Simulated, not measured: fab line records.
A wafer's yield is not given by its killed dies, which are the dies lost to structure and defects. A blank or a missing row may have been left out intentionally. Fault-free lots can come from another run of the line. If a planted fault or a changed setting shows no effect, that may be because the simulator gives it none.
A struck lot beside a sound one / flow sfq-line / 19 steps out of a route of 325
Sound: wafers L214.1, L214.5, L214.6. Wafers struck: L216.4, L216.5, L216.6. The cause comes at the end.
At each step with rows: each side's tool, then ch and its chambers, then its first start. Under that, the readings that differ: sound wafers / struck wafers / difference of the means / sigmas: that difference in standard deviations of wafers without a fault.
alike: same words and numbers on both sides, and readings whose means sit less than 2 such deviations apart. not compared: any withheld reading, any reading some wafer has no value for, any bound like >300 that may hide the same value, and any number with overlapping values for which the record gives no deviation.
Wherever a step has rows on one side only, a row that says differs or no value, or a row with sigmas, the two part there. When numbers do not overlap yet have no deviation, they are printed without sigmas and do not part them. Lack of a reading on every wafer of one side parts them only where that side has two or more wafers.

SFQ_M1_OVL_MEAS_911:
  sound on overlay-02 at day 18 04:05; struck on overlay-01 at day 18 12:31
  alike: M1_OVL
SFQ_TRILAYER_M1_BARC_OPEN_METAL_ETCH_054: etches BARC in O2, target depth 125 nm, time 41.7 s.
  sound on rie-metal-03 ch 0,1, day 18 04:07; struck on rie-metal-03 ch 0,1, day 18 12:32
  alike: chamber-pressure-mTorr, drypump-motor-current-A, oes-product-au
  not compared: rf-hours-counter-h
then, 1 step without rows for these wafers: SFQ_TRILAYER_M1_ETCH_METAL_ETCH_042 (etches Nb in Cl2/Ar, stops on SiO2, target depth 240 nm, time 120 s).
SFQ_TRILAYER_M1_STRIP_STRIP_043: strips in O2.
  sound on rie-metal-03 ch 0,1, day 18 04:19; struck on rie-metal-03 ch 0,1, day 18 12:55
  alike: chamber-pressure-mTorr, drypump-motor-current-A, oes-product-au, platen-temp-c
  not compared: rf-hours-counter-h
then, 1 step without rows for these wafers: SFQ_TRILAYER_M1_STRIP_SOLV_CLEAN_044 (cleans in NMP, time 600 s).
SFQ_TRILAYER_I1_DEP_PECVD_045: deposits SiO2 from SiH4/N2O, time 111.11 s, target thk 500 nm.
  sound on pecvd-03 ch 0,1, day 18 05:05; struck on pecvd-03 ch 0,1,2, day 18 13:31
  alike: heater-power-outer-w, heater-power-w, throttle-valve-pct
SFQ_TRILAYER_I1_CMP_CMP_046: polishes SiO2.
  sound on cmp-02 ch 0,1, day 18 05:46; struck on cmp-01 ch 0,3, day 18 17:47
  alike: motor-current-A, time-to-endpoint-s
SFQ_I1_BOW_MEAS_912:
  sound on film-metro-01 at day 18 08:46; struck on film-metro-04 at day 18 20:20
  alike: I1_BOW
then, 4 steps without rows for these wafers: SFQ_TRILAYER_I1_METRO_MEASURE_047; SFQ_TRILAYER_I1_VIA_LITHO_COAT_054 (resist thk 62 nm); SFQ_TRILAYER_I1_VIA_LITHO_COAT_049 (resist thk 650 nm); SFQ_TRILAYER_I1_VIA_LITHO_SOFTBAKE_053.
-- the record jumps here: 5 days lie between the struck wafers' starts before and after --
SFQ_TRILAYER_I1_VIA_LITHO_EXPOSE_050: exposes mask I1, target cd 500 nm.
  sound on krf-scanner-02 ch 0, day 23 11:38; struck on krf-scanner-02 ch 0, day 23 21:23
reading=exposure-dose-mJ-cm2; sound=21.282 21.282 21.294; struck=22.492 22.504 22.488; difference=+1.209; sigmas=+71
  alike: mask
then, 2 steps without rows for these wafers: SFQ_TRILAYER_I1_VIA_LITHO_PEB_052 (peb time 60 s); SFQ_TRILAYER_I1_VIA_LITHO_DEVELOP_051 (time 60 s).
SFQ_I1_OVL_MEAS_913:
  sound on overlay-01 at day 23 13:08; struck on overlay-01 at day 23 22:19
  alike: I1_OVL
SFQ_TRILAYER_I1_VIA_BARC_OPEN_VIA_ETCH_071: etches BARC in O2, target depth 125 nm, time 41.7 s.
  sound on rie-diel-03 ch 0,3, day 23 13:11; struck on rie-diel-01 ch 0,1,3, day 23 22:21
reading=model.I1.cd-nm (nm); sound=504.9 503.8 503.7; struck=511.9 510.6 509.8; difference=+6.6; sigmas=
  alike: chamber-pressure-mTorr, drypump-motor-current-A, oes-product-au
  not compared: rf-hours-counter-h
SFQ_TRILAYER_I1_VIA_ETCH_VIA_ETCH_052: etches SiO2 in CHF3, stops on Nb, target depth 260 nm.
  sound on rie-diel-03 ch 0,3, day 23 13:13; struck on rie-diel-01 ch 0,1,3, day 23 22:25
reading=model.I1.cd-nm (nm); sound=505.4 501.8 504; struck=513.8 508.8 512.1; difference=+7.8; sigmas=
  alike: chamber-pressure-mTorr, drypump-motor-current-A, oes-product-au
SFQ_TRILAYER_I1_VIA_STRIP_STRIP_053: strips in O2.
  sound on rie-metal-01 ch 0,1, day 23 13:20; struck on rie-metal-04 ch 1, day 23 23:05
  alike: chamber-pressure-mTorr, drypump-motor-current-A, oes-product-au, platen-temp-c
  not compared: rf-hours-counter-h

## WHERE THEY PART
Only at SFQ_TRILAYER_I1_VIA_LITHO_EXPOSE_050, within this record. Later steps at which nothing parts them and some readings are alike: SFQ_I1_OVL_MEAS_913, SFQ_TRILAYER_I1_VIA_BARC_OPEN_VIA_ETCH_071, SFQ_TRILAYER_I1_VIA_ETCH_VIA_ETCH_052, SFQ_TRILAYER_I1_VIA_STRIP_STRIP_053.

WHY: whatever the simulator had introduced
Drift in process parameters on krf-scanner-02 at SFQ_TRILAYER_I1_VIA_LITHO_EXPOSE_050, starting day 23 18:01. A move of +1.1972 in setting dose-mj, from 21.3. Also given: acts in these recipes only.
